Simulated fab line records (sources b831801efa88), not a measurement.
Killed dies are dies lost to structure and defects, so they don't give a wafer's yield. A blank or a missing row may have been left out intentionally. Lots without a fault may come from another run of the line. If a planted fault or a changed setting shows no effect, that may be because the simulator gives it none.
fab line records	flow sfq-line	part 1 of 2: steps 1 to 30 of 42
[record] lots = 5	wafers = 15	last-day = 91
route steps=325 shown I5@235 C5@240 M6@251 I6@266
lots untouched by any fault: they come from a run of this same line in which no faults occurred
start-h: hours from the record's opening day to when the first of the lot's shown wafers began	wait-h: hours elapsed since this lot's preceding step	" the same as in the row above	L1.1+2: a single row standing in for several wafers	- no value, or no start was given	* or withheld: withheld	< > ~ a bound
route shown NAME@n: a module of which the file shows steps, and the number in the route of the first	usual: mean/standard deviation taken from wafers without a fault	same: alike in all rows	chamber/n: place in a boat	sites: readings site by site	_std_site: how widely they spread, as a standard deviation	_edge_site: inner sites' mean taken away from outer sites' mean	radius-mm: for every site, how far away it sits from the centre of the wafer	mask NAME#n: copy n	behind: the most recent tool/chamber to have shaped the wafer	hold: what put the lot on hold/how long, in hours/how the hold closed	device: whichever transistor did not switch (one of n, p or np)	end of line: the tests these same wafers got at the end of their route	a step given without rows: its recipe and nothing more	killed: dies lost to structure and defects at the first sort, not the wafer's yield	map: per-die view of a wafer (x killed, . not killed, _ where there is no die)
set.NAME: the setting as run; set.NAME@STEP: as run at that earlier step	model.NAME: the simulator's own value behind a step, which no gauge read
lots at selected steps of the route; one table per step, one row per wafer
services: the hour from which a tool's chamber was out of use, counted from the record's first day as start-h (under 0 if before that day), plus the number of hours and why
[[steps]]
[step SFQ_I5_OVL_MEAS_936]
[usual] I5_OVL = -1/5.1
lot.wafer	tool	chamber	start-h	wait-h	I5_OVL[nm]
L076.1	overlay-01	-	1561.65	0.1	-8
L076.2	"	-	"	"	1
L076.5	"	-	"	"	-3
L085.1	overlay-02	-	1725.99	0.1	1
L085.5	"	-	"	"	-2
L085.6	"	-	"	"	-1
L086.1	overlay-02	-	1728.39	0.1	1
L086.3	"	-	"	"	-6
L086.4	"	-	"	"	-4
L087.3	overlay-01	-	1730.81	0.1	2
L087.4	"	-	"	"	3
L087.6	"	-	"	"	4
L091.1	overlay-02	-	1744.12	0.1	2
L091.2	"	-	"	"	2
L091.3	"	-	"	"	3
[step SFQ_TRILAYER_I5_BARC_OPEN_VIA_ETCH_200]
[recipe] mask-material = PR	chemistry = O2	target-depth-nm = 125	target = BARC	source-w = 500	bias-w = 80	pressure-mtorr = 30	time-s = 41.7
[usual] drypump-motor-current-A = 5.5/0.42	oes-product-au = 0.685/0.0049
lot.wafer	tool	chamber	start-h	wait-h	drypump-motor-current-A	oes-product-au	rf-hours-counter-h
L076.1	rie-diel-01	2	1561.69	0.0	4.8	0.686	17
L076.2	"	1	"	"	5.3	0.689	14
L076.5	"	1	"	"	5.2	0.681	-
L085.1	rie-diel-04	2	1726.03	0.0	5.5	0.684	17
L085.5	"	3	"	"	6.3	0.682	-
L085.6	"	2	"	"	5.5	0.681	-
L086.1	rie-diel-02	2	1728.43	0.0	5.9	0.694	3
L086.3	"	1	"	"	6.1	0.686	16
L086.4	"	3	"	"	5.8	0.688	15
L087.3	rie-diel-01	0	1730.83	0.0	5.4	0.686	0
L087.4	"	1	"	"	5.2	0.682	16
L087.6	"	1	"	"	5.2	0.684	-
L091.1	rie-diel-01	3	1744.15	0.0	5.6	0.685	17
L091.2	"	1	"	"	5.3	0.686	16
L091.3	"	0	"	"	5.4	0.689	0
[step SFQ_TRILAYER_I5_ETCH_VIA_ETCH_147]
[recipe] stop-on = Nb	mask-material = PR	chemistry = CHF3	target-depth-nm = 360	source-w = 500	bias-w = 80	pressure-mtorr = 30	time-s = withheld
[usual] drypump-motor-current-A = 5.5/0.42	oes-product-au = 0.990/0.0076
lot.wafer	tool	chamber	start-h	wait-h	drypump-motor-current-A	oes-product-au
L076.1	rie-diel-01	2	1561.73	0.0	4.8	0.983
L076.2	"	1	"	"	5.2	0.998
L076.5	"	1	"	"	5.3	0.990
L085.1	rie-diel-04	2	1726.07	0.0	5.5	1.000
L085.5	"	3	"	"	6.3	0.988
L085.6	"	2	"	"	5.5	0.993
L086.1	rie-diel-02	2	1728.47	0.0	5.8	0.986
L086.3	"	1	"	"	6.1	0.981
L086.4	"	3	"	"	5.9	0.984
L087.3	rie-diel-01	0	1730.87	0.0	5.4	0.974
L087.4	"	1	"	"	5.2	0.988
L087.6	"	1	"	"	5.2	0.984
L091.1	rie-diel-01	3	1744.19	0.0	5.7	1.005
L091.2	"	1	"	"	5.2	0.992
L091.3	"	0	"	"	5.4	0.990
[step SFQ_TRILAYER_I5_STRIP_STRIP_148]
[recipe] gas = O2	power-w = 200	platen-temp-c = 40	overash-fraction = 0.65	chemistry = O2	pressure-mtorr = 50
[usual] drypump-motor-current-A = 5.8/0.56	oes-product-au = 1.002/0.016
lot.wafer	tool	chamber	start-h	wait-h	drypump-motor-current-A	oes-product-au	rf-hours-counter-h
L076.1	rie-metal-02	1	1561.88	-	5.8	1.007	73
L076.2	"	0	"	"	6.3	0.996	62
L076.5	"	0	"	"	6.3	0.980	-
L085.1	rie-metal-03	0	1726.22	-	5.0	0.966	97
L085.5	"	1	"	"	6.5	1.010	-
L085.6	"	0	"	"	5.0	0.984	-
L086.1	rie-metal-02	0	1728.62	-	6.3	0.992	87
L086.3	"	1	"	"	5.8	1.017	-
L086.4	"	0	"	"	6.3	0.991	-
L087.3	rie-metal-03	0	1731.22	-	5.0	0.994	-
L087.4	"	1	"	"	6.5	1.022	-
L087.6	"	0	"	"	5.0	1.000	-
L091.1	rie-metal-01	0	1744.34	-	5.0	0.977	17
L091.2	"	1	"	"	5.6	1.019	83
L091.3	"	0	"	"	5.0	0.991	-
[step SFQ_TRILAYER_I5_STRIP_SOLV_CLEAN_149]
[recipe] chemistry = NMP	temp-c = 70	time-s = 600
lot.wafer	tool	chamber	start-h	wait-h
L076.1+2+5	wet-bench-04	1,6,5	1562.48	0.4
L085.1+5+6	wet-bench-04	5,7,6	1726.82	0.4
L086.1+3+4	wet-bench-02	7,6,3	1729.22	0.4
L087.3+4+6	wet-bench-04	1,0,5	1731.62	0.2
L091.1+2+3	wet-bench-02	6,5,0	1744.94	0.4
[step SFQ_TRILAYER_C5_LITHO_COAT_156]
[recipe] resist = BARC	spin-rpm = 3000	resist-thk-nm = 62
lot.wafer	tool	chamber	start-h	wait-h
L076.1+2+5	litho-track-02	0	1562.65	0.0
L085.1+5+6	litho-track-02	0	1726.99	0.0
L086.1+3+4	litho-track-01	0	1729.39	0.0
L087.3+4+6	litho-track-04	0	1731.89	0.1
L091.1+2+3	litho-track-01	0	1745.12	0.0
[step SFQ_TRILAYER_C5_LITHO_COAT_151]
[recipe] resist = KrF	spin-rpm = 3000	resist-thk-nm = 650
lot.wafer	tool	chamber	start-h	wait-h
L076.1+2+5	litho-track-02	0	1562.95	0.2
L085.1+5+6	litho-track-02	0	1727.29	0.2
L086.1+3+4	litho-track-01	0	1729.69	0.2
L087.3+4+6	litho-track-04	0	1732.19	0.2
L091.1+2+3	litho-track-01	0	1745.42	0.2
[step SFQ_TRILAYER_C5_LITHO_SOFTBAKE_155]
[recipe] temp-c = withheld	time-s = withheld	resist = KrF
lot.wafer	tool	chamber	start-h	wait-h
L076.1+2+5	litho-track-02	0	1563.25	0.2
L085.1+5+6	litho-track-02	0	1727.59	0.2
L086.1+3+4	litho-track-01	0	1729.99	0.2
L087.3+4+6	litho-track-04	0	1732.44	0.2
L091.1+2+3	litho-track-01	0	1745.72	0.2
[step SFQ_TRILAYER_C5_LITHO_EXPOSE_152]
[recipe] mask-id = C5	na = 0.6	source-shape = conventional	sigma-outer = 0.65	target-cd-nm = 500	dose-mj = 21.3
lot.wafer	tool	chamber	start-h	wait-h	mask
L076.1+2+5	krf-scanner-02	0	1659.77	-	C5#0
L085.1+5+6	krf-scanner-02	0	1727.74	-	C5#0
L086.1+3+4	krf-scanner-02	0	1730.14	-	C5#0
L087.3+4+6	krf-scanner-02	0	1732.94	-	C5#0
L091.1+2+3	krf-scanner-01	0	1772.99	-	C5#0
[step SFQ_TRILAYER_C5_LITHO_PEB_154]
[recipe] peb-temp-c = 115	peb-time-s = 60	resist = KrF
lot.wafer	tool	chamber	start-h	wait-h
L076.1+2+5	litho-track-02	0	1660.97	1.0
L085.1+5+6	litho-track-02	0	1728.94	1.0
L086.1+3+4	litho-track-01	0	1731.34	1.0
L087.3+4+6	litho-track-04	0	1733.79	0.7
L091.1+2+3	litho-track-04	0	1774.19	1.0
[step SFQ_TRILAYER_C5_LITHO_DEVELOP_153]
[recipe] time-s = 60	resist = KrF
lot.wafer	tool	chamber	start-h	wait-h
L076.1+2+5	litho-track-02	0	1661.12	0.1
L085.1+5+6	litho-track-02	0	1729.09	0.1
L086.1+3+4	litho-track-01	0	1731.49	0.1
L087.3+4+6	litho-track-04	0	1733.94	0.1
L091.1+2+3	litho-track-04	0	1774.34	0.1
[step SFQ_C5_OVL_MEAS_937]
[usual] C5_OVL = -1/6.7
lot.wafer	tool	chamber	start-h	wait-h	C5_OVL[nm]
L076.1	overlay-02	-	1661.27	0.1	8
L076.2	"	-	"	"	5
L076.5	"	-	"	"	10
L085.1	overlay-01	-	1729.24	0.1	-2
L085.5	"	-	"	"	-4
L085.6	"	-	"	"	-4
L086.1	overlay-02	-	1731.64	0.1	6
L086.3	"	-	"	"	9
L086.4	"	-	"	"	13
L087.3	overlay-01	-	1734.06	0.1	0
L087.4	"	-	"	"	10
L087.6	"	-	"	"	7
L091.1	overlay-02	-	1774.49	0.1	-11
L091.2	"	-	"	"	-6
L091.3	"	-	"	"	-7
[step SFQ_TRILAYER_C5_BARC_OPEN_VIA_ETCH_210]
[recipe] mask-material = PR	chemistry = O2	target-depth-nm = 125	target = BARC	source-w = 500	bias-w = 80	pressure-mtorr = 30	time-s = 41.7
[usual] drypump-motor-current-A = 5.6/0.39	oes-product-au = 0.685/0.0048
lot.wafer	tool	chamber	start-h	wait-h	drypump-motor-current-A	oes-product-au	rf-hours-counter-h
L076.1	rie-diel-02	2	1661.30	0.0	5.8	0.679	2
L076.2	"	0	"	"	5.5	0.690	0
L076.5	"	2	"	"	5.8	0.684	-
L085.1	rie-diel-03	0	1729.28	0.0	6.2	0.682	16
L085.5	"	3	"	"	5.1	0.685	-
L085.6	"	2	"	"	5.7	0.682	-
L086.1	rie-diel-02	3	1731.68	0.0	5.9	0.690	15
L086.3	"	1	"	"	6.1	0.692	16
L086.4	"	0	"	"	5.6	0.682	1
L087.3	rie-diel-03	2	1734.08	0.0	5.7	0.684	0
L087.4	"	1	"	"	5.8	0.680	16
L087.6	"	2	"	"	5.7	0.677	-
L091.1	rie-diel-03	3	1774.53	0.0	5.0	0.682	14
L091.2	"	0	"	"	6.2	0.681	16
L091.3	"	2	"	"	5.7	0.697	0
[step SFQ_TRILAYER_C5_ETCH_VIA_ETCH_154]
[recipe] target = SiO2	mask-material = PR	chemistry = CHF3	target-depth-nm = 84	source-w = 500	bias-w = 80	pressure-mtorr = 30	time-s = withheld	stop-on = Nb
[usual] drypump-motor-current-A = 5.6/0.39	oes-product-au = 0.896/0.0091
lot.wafer	tool	chamber	start-h	wait-h	drypump-motor-current-A	oes-product-au
L076.1	rie-diel-02	2	1661.34	0.0	5.9	0.900
L076.2	"	0	"	"	5.5	0.904
L076.5	"	2	"	"	5.8	0.911
L085.1	rie-diel-03	0	1729.32	0.0	6.2	0.896
L085.5	"	3	"	"	5.0	0.904
L085.6	"	2	"	"	5.7	0.899
L086.1	rie-diel-02	3	1731.72	0.0	5.9	0.883
L086.3	"	1	"	"	6.1	0.884
L086.4	"	0	"	"	5.5	0.894
L087.3	rie-diel-03	2	1734.12	0.0	5.7	0.899
L087.4	"	1	"	"	5.8	0.902
L087.6	"	2	"	"	5.7	0.888
L091.1	rie-diel-03	3	1774.57	0.0	5.0	0.896
L091.2	"	0	"	"	6.2	0.895
L091.3	"	2	"	"	5.7	0.902
[step SFQ_TRILAYER_C5_STRIP_STRIP_155]
[recipe] gas = O2	power-w = 200	platen-temp-c = 40	overash-fraction = 0.65	chemistry = O2	pressure-mtorr = 50
[usual] drypump-motor-current-A = 5.8/0.39	oes-product-au = 1.005/0.014
lot.wafer	tool	chamber	start-h	wait-h	drypump-motor-current-A	oes-product-au	rf-hours-counter-h
L076.1	rie-metal-04	0	1661.39	-	6.2	1.006	40
L076.2	"	1	"	"	5.7	1.028	106
L076.5	"	1	"	"	5.7	1.024	-
L085.1	rie-metal-04	1	1729.37	-	5.7	1.011	118
L085.5	"	1	"	"	5.7	1.002	-
L085.6	"	0	"	"	6.2	0.986	-
L086.1	rie-metal-04	0	1731.77	-	6.2	1.004	53
L086.3	"	1	"	"	5.7	1.018	-
L086.4	"	0	"	"	6.2	1.007	-
L087.3	rie-metal-04	1	1734.37	-	5.7	1.014	-
L087.4	"	0	"	"	6.2	1.012	-
L087.6	"	0	"	"	6.1	1.010	-
L091.1	rie-metal-02	0	1774.62	-	6.3	0.984	92
L091.2	"	1	"	"	5.9	0.989	109
L091.3	"	1	"	"	5.9	0.996	-
[step SFQ_TRILAYER_C5_STRIP_SOLV_CLEAN_156]
[recipe] chemistry = NMP	temp-c = 70	time-s = 600
lot.wafer	tool	chamber	start-h	wait-h
L076.1+2+5	wet-bench-01	7,6,2	1661.99	0.4
L085.1+5+6	wet-bench-01	3,2,1	1729.97	0.4
L086.1+3+4	wet-bench-03	0,2,4	1732.37	0.4
L087.3+4+6	wet-bench-02	2,3,6	1734.77	0.2
L091.1+2+3	wet-bench-02	6,5,0	1775.22	0.4
[step SFQ_TRILAYER_M6_DEP_PRE_CLEAN_158]
[recipe] gas = Ar	time-s = 22.5	bias-v = 250
lot.wafer	tool	chamber	start-h	wait-h
L076.1+2+5	pvd-sputter-05	-	1662.17	0.0
L085.1+5+6	pvd-sputter-06	-	1730.14	0.0
L086.1+3+4	pvd-sputter-03	-	1732.56	0.0
L087.3+4+6	pvd-sputter-05	-	1734.94	0.0
L091.1+2+3	pvd-sputter-06	-	1775.39	0.0
[step SFQ_TRILAYER_M6_DEP_SPUTTER_157]
[recipe] material = Nb	base-pressure-pa = 1.33e-06	chamber-pressure-pa = 0.1333	substrate-temp-c = 20	target-thk-nm = 200	power-w = 2000	time-s = 133.3
[usual] throttle-valve-pct = 29.4/1.2
lot.wafer	tool	chamber	start-h	wait-h	throttle-valve-pct
L076.1	pvd-sputter-05	-	1662.20	0.0	30.0
L076.2	"	-	"	"	27.5
L076.5	"	-	"	"	29.8
L085.1	pvd-sputter-06	-	1730.17	0.0	29.8
L085.5	"	-	"	"	29.6
L085.6	"	-	"	"	29.2
L086.1	pvd-sputter-03	-	1732.59	0.0	29.1
L086.3	"	-	"	"	31.8
L086.4	"	-	"	"	29.9
L087.3	pvd-sputter-05	-	1734.97	0.0	27.3
L087.4	"	-	"	"	28.2
L087.6	"	-	"	"	27.6
L091.1	pvd-sputter-06	-	1775.42	0.0	29.4
L091.2	"	-	"	"	29.1
L091.3	"	-	"	"	30.2
[step SFQ_M6_RS_MEAS_938]
[recipe] thk-meas-gauge = four-point-probe	reads = Nb_of_TRILAYER_M6_DEP_SPUTTER_157
[usual] M6_NB_RS = 0.890/0.012
lot.wafer	tool	chamber	start-h	wait-h	M6_NB_RS[ohm/sq]
L076.1	film-metro-01	-	1662.29	0.0	0.895
L076.2	"	-	"	"	0.863
L076.5	"	-	"	"	0.893
L085.1	film-metro-03	-	1730.26	0.0	0.904
L085.5	"	-	"	"	0.913
L085.6	"	-	"	"	0.885
L086.1	film-metro-01	-	1732.68	0.0	0.893
L086.3	"	-	"	"	0.894
L086.4	"	-	"	"	0.893
L087.3	film-metro-04	-	1735.10	0.1	0.880
L087.4	"	-	"	"	0.881
L087.6	"	-	"	"	0.895
L091.1	film-metro-04	-	1775.51	0.0	0.897
L091.2	"	-	"	"	0.875
L091.3	"	-	"	"	0.906
[step SFQ_TRILAYER_M6_LITHO_COAT_164]
[recipe] resist = BARC	spin-rpm = 3000	resist-thk-nm = 62
lot.wafer	tool	chamber	start-h	wait-h
L076.1+2+5	litho-track-04	0	1662.47	0.1
L085.1+5+6	litho-track-04	0	1730.44	0.1
L086.1+3+4	litho-track-01	0	1732.86	0.1
L087.3+4+6	litho-track-04	0	1735.34	0.1
L091.1+2+3	litho-track-04	0	1775.69	0.1
[step SFQ_TRILAYER_M6_LITHO_COAT_159]
[recipe] resist = KrF	spin-rpm = 3000	resist-thk-nm = 600
lot.wafer	tool	chamber	start-h	wait-h
L076.1+2+5	litho-track-04	0	1662.77	0.2
L085.1+5+6	litho-track-04	0	1730.74	0.2
L086.1+3+4	litho-track-01	0	1733.16	0.2
L087.3+4+6	litho-track-04	0	1735.64	0.2
L091.1+2+3	litho-track-04	0	1775.99	0.2
[step SFQ_TRILAYER_M6_LITHO_SOFTBAKE_163]
[recipe] temp-c = withheld	time-s = withheld	resist = KrF
lot.wafer	tool	chamber	start-h	wait-h
L076.1+2+5	litho-track-04	0	1663.07	0.2
L085.1+5+6	litho-track-04	0	1731.04	0.2
L086.1+3+4	litho-track-01	0	1733.46	0.2
L087.3+4+6	litho-track-04	0	1735.89	0.2
L091.1+2+3	litho-track-04	0	1776.29	0.2
[step SFQ_TRILAYER_M6_LITHO_EXPOSE_160]
[recipe] mask-id = M6	na = 0.6	source-shape = conventional	sigma-outer = 0.65	target-cd-nm = 500	dose-mj = 14.4
lot.wafer	tool	chamber	start-h	wait-h	mask
L076.1+2+5	krf-scanner-02	0	1770.47	-	M6#0
L085.1+5+6	krf-scanner-01	0	1851.35	-	M6#0
L086.1+3+4	krf-scanner-02	0	1852.68	-	M6#0
L087.3+4+6	krf-scanner-02	0	1854.28	-	M6#0
L091.1+2+3	krf-scanner-02	0	1858.68	-	M6#0
[step SFQ_TRILAYER_M6_LITHO_PEB_162]
[recipe] peb-temp-c = 115	peb-time-s = 60	resist = KrF
lot.wafer	tool	chamber	start-h	wait-h
L076.1+2+5	litho-track-01	0	1771.67	1.0
L085.1+5+6	litho-track-01	0	1852.55	1.0
L086.1+3+4	litho-track-03	0	1853.88	1.0
L087.3+4+6	litho-track-03	0	1855.13	0.7
L091.1+2+3	litho-track-01	0	1859.88	1.0
[step SFQ_TRILAYER_M6_LITHO_DEVELOP_161]
[recipe] time-s = 60	resist = KrF
lot.wafer	tool	chamber	start-h	wait-h
L076.1+2+5	litho-track-01	0	1771.82	0.1
L085.1+5+6	litho-track-01	0	1852.70	0.1
L086.1+3+4	litho-track-03	0	1854.03	0.1
L087.3+4+6	litho-track-03	0	1855.28	0.1
L091.1+2+3	litho-track-01	0	1860.03	0.1
[step SFQ_M6_OVL_MEAS_940]
[usual] M6_OVL = 2/5.8
lot.wafer	tool	chamber	start-h	wait-h	M6_OVL[nm]
L076.1	overlay-02	-	1771.97	0.1	-11
L076.2	"	-	"	"	-9
L076.5	"	-	"	"	-5
L085.1	overlay-02	-	1852.85	0.1	13
L085.5	"	-	"	"	7
L085.6	"	-	"	"	10
L086.1	overlay-02	-	1854.18	0.1	-3
L086.3	"	-	"	"	-10
L086.4	"	-	"	"	0
L087.3	overlay-02	-	1855.39	0.1	11
L087.4	"	-	"	"	9
L087.6	"	-	"	"	15
L091.1	overlay-02	-	1860.18	0.1	1
L091.2	"	-	"	"	1
L091.3	"	-	"	"	-3
[step SFQ_TRILAYER_M6_BARC_OPEN_METAL_ETCH_206]
[recipe] mask-material = PR	chemistry = O2	target-depth-nm = 125	target = BARC	icp-w = 600	bias-w = 80	pressure-mtorr = 10	time-s = 41.7
[usual] drypump-motor-current-A = 5.9/0.52	oes-product-au = 0.685/0.0042
lot.wafer	tool	chamber	start-h	wait-h	drypump-motor-current-A	oes-product-au	rf-hours-counter-h
L076.1	rie-metal-04	0	1772.00	0.0	6.2	0.681	57
L076.2	"	1	"	"	5.7	0.689	122
L076.5	"	1	"	"	5.7	0.690	-
L085.1	rie-metal-04	0	1852.89	0.0	6.2	0.688	64
L085.5	"	0	"	"	6.2	0.689	-
L085.6	"	1	"	"	5.7	0.679	-
L086.1	rie-metal-03	1	1854.21	0.0	6.5	0.683	132
L086.3	"	0	"	"	5.1	0.690	-
L086.4	"	1	"	"	6.5	0.687	-
L087.3	rie-metal-02	0	1855.43	0.0	6.3	0.685	-
L087.4	"	1	"	"	5.8	0.693	-
L087.6	"	0	"	"	6.3	0.684	-
L091.1	rie-metal-04	1	1860.21	0.0	5.7	0.691	14
L091.2	"	0	"	"	6.1	0.681	67
L091.3	"	0	"	"	6.2	0.687	-
[step SFQ_TRILAYER_M6_ETCH_METAL_ETCH_162]
[recipe] target = Nb	stop-on = SiO2	mask-material = PR	chemistry = Cl2/Ar	target-depth-nm = 240	icp-w = 600	bias-w = 80	pressure-mtorr = 10	time-s = 120
[usual] drypump-motor-current-A = 5.9/0.52	oes-product-au = 0.894/0.0083
lot.wafer	tool	chamber	start-h	wait-h	drypump-motor-current-A	oes-product-au	rf-hours-counter-h
L076.1	rie-metal-04	0	1772.06	0.0	6.2	0.891	57
L076.2	"	1	"	"	5.7	0.904	122
L076.5	"	1	"	"	5.7	0.894	-
L085.1	rie-metal-04	0	1852.95	0.0	6.2	0.888	64
L085.5	"	0	"	"	6.2	0.877	-
L085.6	"	1	"	"	5.7	0.898	-
L086.1	rie-metal-03	1	1854.27	0.0	6.5	0.894	132
L086.3	"	0	"	"	5.1	0.885	-
L086.4	"	1	"	"	6.5	0.889	-
L087.3	rie-metal-02	0	1855.51	0.1	6.3	0.901	-
L087.4	"	1	"	"	5.9	0.894	-
L087.6	"	0	"	"	6.3	0.896	-
L091.1	rie-metal-04	1	1860.27	0.0	5.7	0.884	14
L091.2	"	0	"	"	6.2	0.911	67
L091.3	"	0	"	"	6.2	0.886	-
[step SFQ_TRILAYER_M6_STRIP_STRIP_163]
[recipe] gas = O2	power-w = 200	platen-temp-c = 40	overash-fraction = 0.65	chemistry = O2	pressure-mtorr = 50
[usual] drypump-motor-current-A = 5.9/0.52	oes-product-au = 1.002/0.014
lot.wafer	tool	chamber	start-h	wait-h	drypump-motor-current-A	oes-product-au	rf-hours-counter-h
L076.1	rie-metal-04	0	1772.19	0.1	6.2	0.999	57
L076.2	"	1	"	"	5.7	1.012	123
L076.5	"	1	"	"	5.7	1.023	-
L085.1	rie-metal-04	0	1853.07	0.1	6.2	1.000	65
L085.5	"	0	"	"	6.2	0.999	-
L085.6	"	1	"	"	5.7	1.021	-
L086.1	rie-metal-03	1	1854.40	0.1	6.5	1.025	132
L086.3	"	0	"	"	5.1	0.992	-
L086.4	"	1	"	"	6.5	1.030	-
L087.3	rie-metal-02	0	1855.80	0.2	6.3	1.003	-
L087.4	"	1	"	"	5.9	1.008	-
L087.6	"	0	"	"	6.3	0.999	-
L091.1	rie-metal-04	1	1860.40	0.1	5.7	1.016	14
L091.2	"	0	"	"	6.1	0.998	67
L091.3	"	0	"	"	6.2	0.996	-
[step SFQ_TRILAYER_M6_STRIP_SOLV_CLEAN_164]
[recipe] chemistry = NMP	temp-c = 70	time-s = 600
lot.wafer	tool	chamber	start-h	wait-h
L076.1+2+5	wet-bench-04	7,2,6	1772.79	0.4
L085.1+5+6	wet-bench-04	4,1,5	1853.67	0.4
L086.1+3+4	wet-bench-03	6,5,3	1855.00	0.4
L087.3+4+6	wet-bench-02	2,7,1	1856.20	0.2
L091.1+2+3	wet-bench-04	3,2,6	1861.00	0.4
